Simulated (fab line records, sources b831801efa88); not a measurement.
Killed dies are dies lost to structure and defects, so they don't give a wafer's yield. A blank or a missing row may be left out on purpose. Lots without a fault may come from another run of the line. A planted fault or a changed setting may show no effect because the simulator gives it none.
Which tool did it? | flow gf180mcu | 14 lots, 42 wafers sampled, at 3 steps of a route of 602

WHAT THE GAUGES READ, wafer by wafer
GF_M2_OVL_MEAS_15.
lot  | measured     | on         | M2_OVL (nm)
L873 | day 19 14:07 | overlay-02 | 7 14 13
L875 | day 20 02:09 | overlay-01 | 0 2 2
L874 | day 20 07:29 | overlay-01 | 10 6 4
L878 | day 21 05:15 | overlay-01 | 6 8 0
L881 | day 21 20:47 | overlay-01 | 4 10 6
L879 | day 21 22:43 | overlay-01 | 0 -2 1
L882 | day 22 14:10 | overlay-02 | -7 -1 6
L884 | day 23 04:56 | overlay-01 | -12 -12 -10
L885 | day 23 18:17 | overlay-01 | 10 6 -1
L886 | day 24 05:03 | overlay-01 | 5 10 7
L888 | day 24 15:23 | overlay-01 | 1 -3 -2
L894 | day 26 09:18 | overlay-02 | -9 -10 -4
L895 | day 26 17:30 | overlay-01 | -1 2 4
L896 | day 26 22:21 | overlay-01 | 8 11 11

GF_V2_BOW_MEAS_05.
lot  | measured     | on            | V2_BOW (um)
L873 | day 19 15:25 | film_metro-02 | 113 99 96
L875 | day 20 03:25 | film_metro-04 | 99 78 89
L874 | day 20 08:44 | film_metro-02 | 103 90 101
L878 | day 21 06:31 | film_metro-02 | 122 122 122
L881 | day 21 22:10 | film_metro-01 | 96 81 94
L879 | day 22 00:00 | film_metro-02 | 103 101 95
L882 | day 22 15:27 | film_metro-04 | 98 90 93
L884 | day 23 06:11 | film_metro-02 | 101 91 106
L885 | day 23 19:32 | film_metro-02 | 105 102 106
L886 | day 24 06:20 | film_metro-01 | 96 95 98
L888 | day 24 16:38 | film_metro-04 | 107 107 105
L894 | day 26 10:34 | film_metro-04 | 102 90 97
L895 | day 26 19:14 | film_metro-01 | 100 111 109
L896 | day 26 23:44 | film_metro-01 | 99 99 93

WHICH TOOL RAN EACH LOT (tool, then ch and the chambers of the sampled wafers, then the start)
lot  | GF_V2_CVD_02
L873 | pecvd-04 ch 0,1,2, day 19 14:56
L875 | pecvd-04 ch 0,1, day 20 02:59
L874 | pecvd-02 ch 0,1, day 20 08:19
L878 | pecvd-02 ch 0,1,2, day 21 06:05
L881 | pecvd-01 ch 1,2, day 21 21:41
L879 | pecvd-04 ch 0,2, day 21 23:32
L882 | pecvd-02 ch 0,1,2, day 22 14:59
L884 | pecvd-02 ch 0,1, day 23 05:46
L885 | pecvd-01 ch 0,1,2, day 23 19:07
L886 | pecvd-01 ch 0,1, day 24 05:53
L888 | pecvd-01 ch 1,2, day 24 16:13
L894 | pecvd-02 ch 0,1,2, day 26 10:08
L895 | pecvd-04 ch 0,1, day 26 18:48
L896 | pecvd-01 ch 0,1,2, day 26 23:19
- GF_V2_CVD_02: deposits SiO2 from TEOS, target thk 850 nm, time 94.851 s.

WHAT THE TOOLS THEMSELVES READ (means of the sampled wafers that have a number; where no wafer has one, the mark that the record gives instead)
GF_V2_CVD_02.
lot  | tool     | heater_power_w (W)
L873 | pecvd-04 | 666
L875 | pecvd-04 | 642
L874 | pecvd-02 | 690
L878 | pecvd-02 | 615
L881 | pecvd-01 | 680
L879 | pecvd-04 | 642
L882 | pecvd-02 | 658
L884 | pecvd-02 | 737
L885 | pecvd-01 | 683
L886 | pecvd-01 | 711
L888 | pecvd-01 | 701
L894 | pecvd-02 | 617
L895 | pecvd-04 | 655
L896 | pecvd-01 | 689

THE ANSWER, worked out from the rows above alone
Rule: what is usual is taken from the lots themselves. Put in order of their means at a reading, lots are off if they are a third of the lots or fewer, leave a main group of 4 or more, and stand apart from it by a gap of 3 or more times the standard deviation of the main group's means; of several such gaps the widest counts. A main group whose means are all the same, to the digits that the tables above print for the reading, isn't used. A lot without any number at a reading at which 4 lots or more have one is off too. The other lots that the step has rows for count as sound. The gauges are gone through in route order, then the tools' own readings, and for those a lot's mean is taken as printed above. The first step at which some lot is off is used, and at that step the reading that is off furthest; a lot without a number counts as furthest.
No lot is off at any reading shown: from this, nothing can be told.

WHAT THE SIMULATOR HAD PUT IN
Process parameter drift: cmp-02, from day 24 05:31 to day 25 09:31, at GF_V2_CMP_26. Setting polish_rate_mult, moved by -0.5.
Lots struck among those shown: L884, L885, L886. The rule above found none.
